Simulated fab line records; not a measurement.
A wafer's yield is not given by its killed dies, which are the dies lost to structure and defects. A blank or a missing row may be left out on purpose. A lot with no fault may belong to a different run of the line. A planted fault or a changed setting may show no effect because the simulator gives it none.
Chamber matching    flow sky130    4 sister chambers for SKY_FIELD_ISO_CMP_27 on cmp-02
The step polishes, stops on Si3N4, t overpolish 16 s, target thk 457.8 nm. 4 wafers are shown with their chamber, then 8 later ones without.

== EACH WAFER AND ITS CHAMBER ==
wafer   chamber  motor-current-A (A)
L234.5  0        12.0
L235.3  3        12.5
L236.1  1        13.3
L237.3  2        12.1

== WAFERS WHOSE CHAMBER IS MISSING ==
wafer   motor-current-A (A)
L237.4  11.9
L237.6  12.2
L242.2  12.9
L242.5  12.7
L242.6  11.5
L243.2  11.2
L243.3  13.0
L243.6  12.2

== WHICH CHAMBER EACH ONE RAN IN ==
wafer   from the rows above                in truth
L237.4  can't be placed: 0 or 2 or 3       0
L237.6  can't be placed: 2 or 0 or 3       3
L242.2  can't be placed: 1 or 3 or 2 or 0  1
L242.5  can't be placed: 3 or 2 or 1 or 0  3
L242.6  can't be placed: 0 or 2 or 3       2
L243.2  can't be placed: 0 or 2 or 3       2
L243.3  can't be placed: 1 or 3 or 2 or 0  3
L243.6  can't be placed: 2 or 0 or 3       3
Placed correctly: 0 of 8. Unplaceable from these rows: 8, with the true chamber sitting among the candidates in 8. Number placed wrongly: 0.
How it was worked out, from the rows above alone: a wafer's distance from a chamber is the root of the sum, over the readings, of the square of ((its reading less the chamber's mean) divided by the reading's scatter). The wafer belongs to the nearest chamber; if the next one is less than 2 further off, it can't be placed. The mean given for a chamber averages the wafers shown for that chamber. The scatter: root of mean squared gap, hidden wafer to nearest shown wafer, with one shown wafer a chamber.
